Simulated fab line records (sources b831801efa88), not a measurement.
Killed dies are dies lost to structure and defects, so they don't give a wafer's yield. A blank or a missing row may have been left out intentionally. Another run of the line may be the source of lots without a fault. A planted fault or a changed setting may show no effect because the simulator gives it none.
fab line records | flow gf180mcu
record: lots: 14 wafers: 42 last_day: 34
route steps=602 shown MVSD@72 SAB@273 SALICIDE@283 M1@329
lots untouched by any fault: they come from a run of this same line in which no faults occurred
start_h: hours from the record's opening day to when the first of the lot's shown wafers began | wait_h: hours from the lot's prior step to this one | " unchanged from the row above | L1.1+2: one row covering several wafers at once | - no value, or no start was given | * or withheld: withheld | < > ~ a bound
route shown NAME@n: a module of which the file shows steps, and the number in the route of the first | usual: mean/standard deviation taken from wafers without a fault | same: alike in all rows | chamber/n: place in a boat | sites: each site's reading | _std_site: their standard deviation | _edge_site: outer sites' mean less inner sites' | radius_mm: for every site, how far away it sits from the centre of the wafer | mask NAME#n: copy n | behind: the tool/chamber that last shaped the wafer | hold: what put the lot on hold/how long, in hours/how the hold closed | device: which transistor (n, p or np) failed to switch | end of line: the same wafers' tests at the end of the route | for a step that has no rows: nothing shown but its recipe | killed: at the first sort, the dies lost to defects and structure; wafer yield is something else | map: shows each die of a wafer: x if killed, . if not, _ if none is there
set.NAME: the setting as run; set.NAME@STEP: as run at that earlier step | model.NAME: the simulator's own value behind a step, which no gauge read
a sample of lots followed through the steps of the route, with each step as a table and each wafer as a row
== steps ==
step: GF_MVSD_DEVELOP_06
recipe: wall_angle_deg: 90 develop_time_s: 60 dev_temp_c: 23
usual: developer_temp_C: 23.01/0.097
columns lot.wafer tool chamber start_h wait_h developer_temp_C
L218.2 litho_track-02 0 82 - 22.93
L218.4 " 0 " " 22.91
L218.6 " 0 " " 23.03
L219.2 litho_track-02 0 88 - 23.02
L219.4 " 0 " " 23.04
L219.5 " 0 " " 23.00
L220.1 litho_track-04 0 92 - 23.26
L220.2 " 0 " " 23.14
L220.3 " 0 " " 22.91
L221.1 litho_track-03 0 100 - 22.91
L221.3 " 0 " " 23.03
L221.5 " 0 " " 23.07
L222.2 litho_track-02 0 107 - 23.00
L222.5 " 0 108 - 22.93
L222.6 " 0 " " 22.94
L223.4 litho_track-02 0 118 - 23.05
L223.5 " 0 " " 23.11
L223.6 " 0 " " 22.99
L225.1 litho_track-03 0 120 - 22.89
L225.2 " 0 " " 23.13
L225.6 " 0 " " 23.02
L232.1 litho_track-04 0 166 - 22.85
L232.3 " 0 " " 22.98
L232.6 " 0 " " 22.93
L233.1 litho_track-03 0 178 - 22.99
L233.3 " 0 " " 23.12
L233.6 " 0 " " 23.00
L235.1 litho_track-03 0 189 - 22.19
L235.2 " 0 " " 22.23
L235.4 " 0 " " 22.09
L236.3 litho_track-03 0 192 - 22.12
L236.5 " 0 " " 22.10
L236.6 " 0 " " 22.06
L237.2 litho_track-02 0 198 - 23.17
L237.3 " 0 " " 23.03
L237.4 " 0 " " 23.22
L239.1 litho_track-04 0 210 - 22.95
L239.2 " 0 " " 23.00
L239.3 " 0 " " 22.96
L241.1 litho_track-02 0 217 - 23.08
L241.5 " 0 " " 22.96
L241.6 " 0 " " 23.06
step: GF_SAB_CD_MEAS_09
recipe: target_cd_nm: 420
usual: cd_nm: 420.3/2.6
columns lot.wafer tool chamber start_h wait_h cd_nm
L218.2 cd_sem-02 - 332.93 0.1 422.9
L218.4 " - " " 423.3
L218.6 " - " " 421.2
L219.2 cd_sem-02 - 344.09 0.1 421.0
L219.4 " - " " 420.3
L219.5 " - " " 423.2
L220.1 cd_sem-02 - 346.44 0.2 419.4
L220.2 " - " " 417.3
L220.3 " - " " 419.4
L221.1 cd_sem-02 - 362.77 0.1 420.5
L221.3 " - " " 421.6
L221.5 " - " " 422.4
L222.2 cd_sem-02 - 370.24 0.1 420.1
L222.5 " - " " 417.7
L222.6 " - " " 419.2
L225.1 cd_sem-02 - 396.84 0.1 421.1
L225.2 " - " " 421.8
L225.6 " - " " 419.0
L223.4 cd_sem-01 - 397.85 0.1 421.0
L223.5 " - " " 420.4
L223.6 " - " " 421.4
L232.1 cd_sem-01 - 468.51 0.1 422.4
L232.3 " - " " 423.5
L232.6 " - " " 424.7
L233.1 cd_sem-01 - 482.39 0.1 418.0
L233.3 " - " " 419.5
L233.6 " - " " 416.2
L235.1 cd_sem-02 - 494.94 0.1 424.0
L235.2 " - " " 425.2
L235.4 " - " " 423.8
L236.3 cd_sem-02 - 500.88 0.1 415.0
L236.5 " - " " 416.0
L236.6 " - " " 417.4
L237.2 cd_sem-02 - 510.51 0.1 422.2
L237.3 " - " " 422.0
L237.4 " - " " 422.9
L239.1 cd_sem-02 - 527.21 0.1 419.7
L239.2 " - " " 420.6
L239.3 " - " " 419.6
L241.1 cd_sem-02 - 537.21 0.1 423.2
L241.5 " - " " 425.9
L241.6 " - " " 425.5
step: GF_SALICIDE_THK_MEAS_05
recipe: thk_meas_gauge: xrf reads: TiN_of_SALICIDE_SPUTTER_03
usual: SALICIDE_TIN_THK: 20.27/0.24
columns lot.wafer tool chamber start_h wait_h SALICIDE_TIN_THK[nm]
L218.2 film_metro-04 - 333.60 0.1 20.00
L218.4 " - " " 20.12
L218.6 " - " " 20.33
L219.2 film_metro-03 - 344.88 0.1 20.15
L219.4 " - " " 19.94
L219.5 " - " " 20.17
L220.1 film_metro-03 - 347.29 0.1 20.31
L220.2 " - " " 20.26
L220.3 " - " " 20.19
L221.1 film_metro-03 - 363.44 0.1 20.27
L221.3 " - " " 20.08
L221.5 " - " " 20.47
L222.2 film_metro-02 - 370.91 0.1 20.62
L222.5 " - " " 20.46
L222.6 " - " " 20.48
L225.1 film_metro-04 - 397.55 0.1 20.33
L225.2 " - " " 20.02
L225.6 " - " " 20.57
L223.4 film_metro-02 - 398.56 0.1 20.23
L223.5 " - " " 20.13
L223.6 " - " " 20.40
L232.1 film_metro-03 - 469.18 0.1 20.24
L232.3 " - " " 20.32
L232.6 " - " " 20.48
L233.1 film_metro-02 - 483.06 0.1 20.24
L233.3 " - " " 20.49
L233.6 " - " " 20.53
L235.1 film_metro-04 - 495.62 0.1 19.93
L235.2 " - " " 19.97
L235.4 " - " " 20.13
L236.3 film_metro-04 - 501.70 0.1 20.04
L236.5 " - " " 20.37
L236.6 " - " " 19.98
L237.2 film_metro-04 - 511.17 0.1 20.16
L237.3 " - " " 19.99
L237.4 " - " " 20.25
L239.1 film_metro-03 - 527.89 0.1 19.74
L239.2 " - " " 19.79
L239.3 " - " " 20.17
L241.1 film_metro-04 - 537.88 0.1 20.23
L241.5 " - " " 20.23
L241.6 " - " " 20.41
step: GF_M1_CD_MEAS_14
recipe: target_cd_nm: 230
usual: cd_nm: 230.4/1.1
columns lot.wafer tool chamber start_h wait_h cd_nm
L218.2 cd_sem-01 - 380.12 0.1 232.0
L218.4 " - " " 233.0
L218.6 " - " " 232.0
L219.2 cd_sem-01 - 391.88 0.1 230.7
L219.4 " - " " 231.6
L219.5 " - " " 230.8
L220.1 cd_sem-02 - 393.92 0.1 230.9
L220.2 " - " " 229.7
L220.3 " - " " 229.7
L221.1 cd_sem-02 - 412.35 0.1 230.1
L221.3 " - " " 229.6
L221.5 " - " " 229.3
L222.2 cd_sem-01 - 419.13 0.1 230.3
L222.5 " - " " 231.2
L222.6 " - " " 230.6
L225.1 cd_sem-01 - 447.27 0.1 231.2
L225.2 " - " " 230.3
L225.6 " - " " 230.6
L223.4 cd_sem-01 - 448.68 0.1 232.6
L223.5 " - " " 232.4
L223.6 " - " " 231.8
L232.1 cd_sem-01 - 519.41 0.1 230.9
L232.3 " - " " 230.9
L232.6 " - " " 229.9
L233.1 cd_sem-02 - 532.10 0.1 229.2
L233.3 " - " " 229.7
L233.6 " - " " 229.2
L235.1 cd_sem-01 - 544.10 0.1 232.0
L235.2 " - " " 231.5
L235.4 " - " " 231.0
L236.3 cd_sem-01 - 550.11 0.2 231.4
L236.5 " - " " 231.9
L236.6 " - " " 232.1
L237.2 cd_sem-02 - 559.32 0.1 229.7
L237.3 " - " " 230.4
L237.4 " - " " 229.9
L239.1 cd_sem-02 - 575.85 0.1 230.1
L239.2 " - " " 229.3
L239.3 " - " " 230.4
L241.1 cd_sem-02 - 585.16 0.1 229.4
L241.5 " - " " 230.3
L241.6 " - " " 229.6
== key ==
first_sign: step: GF_MVSD_DEVELOP_06 reading: developer_temp_C direction: down sigmas: 9.1 usual: * struck: *
effect none on later readings
met_at GF_MVSD_DEVELOP_06
struck_lots L235,L236
tester_left_out L235,L236
not_acting_at GF_SAB_CD_MEAS_09,GF_SALICIDE_THK_MEAS_05,GF_M1_CD_MEAS_14
onset_between 178 189
fault: kind: process_parameter_drift tool: litho_track-03 chamber: - onset_h: 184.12 steps: GF_MVSD_DEVELOP_06 channel: dev_temp_c offset: * shape: step end_h: 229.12 acts_in: * stated: *
tester_left_out: of these lots the tester's yield and bins aren't shown, on N5 and GAA mostly nor the transistor test; their killed dies are dies lost to structure and defects alone, not to doping, threshold or leakage, so they don't give the yield
